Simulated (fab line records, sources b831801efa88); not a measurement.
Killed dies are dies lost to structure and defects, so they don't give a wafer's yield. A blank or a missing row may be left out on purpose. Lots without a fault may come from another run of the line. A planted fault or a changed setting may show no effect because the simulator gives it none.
Chamber matching | flow sky130 | SKY_SONOS_ONO_ETCH_15 on rie_diel-02: 4 sister chambers
The step etches the open film in CHF3/O2, target depth 19.52 nm, time 7.8 s. 14 wafers are shown with their chamber, then 7 later ones without.

WAFERS WITH THEIR CHAMBER
wafer  | chamber | oes_product_au (a.u.) | throttle_valve_pct (%)
L585.2 | 0       | 0.994                 | 8.817
L585.5 | 0       | 0.999                 | 8.842
L585.6 | 1       | 1.005                 | 8.818
L588.1 | 0       | 0.995                 | 8.818
L588.5 | 1       | 1.014                 | 8.841
L588.6 | 3       | 0.996                 | 8.816
L596.1 | 0       | 1.001                 | 8.828
L596.4 | 2       | 1.019                 | 8.819
L596.5 | 1       | 1.007                 | 8.834
L599.3 | 3       | 0.999                 | 8.821
L599.4 | 2       | 1.008                 | 8.827
L599.5 | 0       | 0.987                 | 8.826
L600.2 | 3       | 1.009                 | 8.838
L600.3 | 2       | 1.023                 | 8.833

SIGNATURES (means of the wafers above)
reading            | chamber 0 | chamber 1 | chamber 2 | chamber 3 | scatter within a chamber
oes_product_au     | 0.99520   | 1.00867   | 1.01667   | 1.00133   | 0.00612
throttle_valve_pct | 8.82620   | 8.83100   | 8.82633   | 8.82500   | 0.0102
Rule: a wafer's distance from a chamber is the root of the sum, over the readings, of the square of ((its reading less the chamber's mean) divided by the reading's scatter). The wafer belongs to the nearest chamber; if the next one is less than 2 further off, it can't be placed. The scatter: the root of (the sum of the squares of (reading less its chamber's mean) over the shown wafers, divided by (wafers less chambers)).

WAFERS WITHOUT THEIR CHAMBER
wafer  | oes_product_au (a.u.) | throttle_valve_pct (%)
L600.5 | 1.033                 | 8.820
L605.1 | 0.993                 | 8.828
L605.2 | 1.010                 | 8.829
L605.5 | 1.005                 | 8.833
L606.1 | 0.996                 | 8.817
L606.2 | 1.019                 | 8.813
L606.4 | 0.999                 | 8.811

WHICH CHAMBER EACH WENT THROUGH
wafer  | from the rows above               | in truth
L600.5 | can't be placed: 2 or 1           | 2
L605.1 | can't be placed: 0 or 3           | 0
L605.2 | can't be placed: 1 or 2 or 3      | 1
L605.5 | can't be placed: 1 or 3 or 0 or 2 | 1
L606.1 | can't be placed: 0 or 3 or 1      | 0
L606.2 | can't be placed: 2 or 1 or 3      | 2
L606.4 | can't be placed: 3 or 0 or 1 or 2 | 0
Placed correctly: 0 of 7. Can't be placed from these rows: 7 (the true chamber is among the candidates in 7). Placed wrongly: 0.
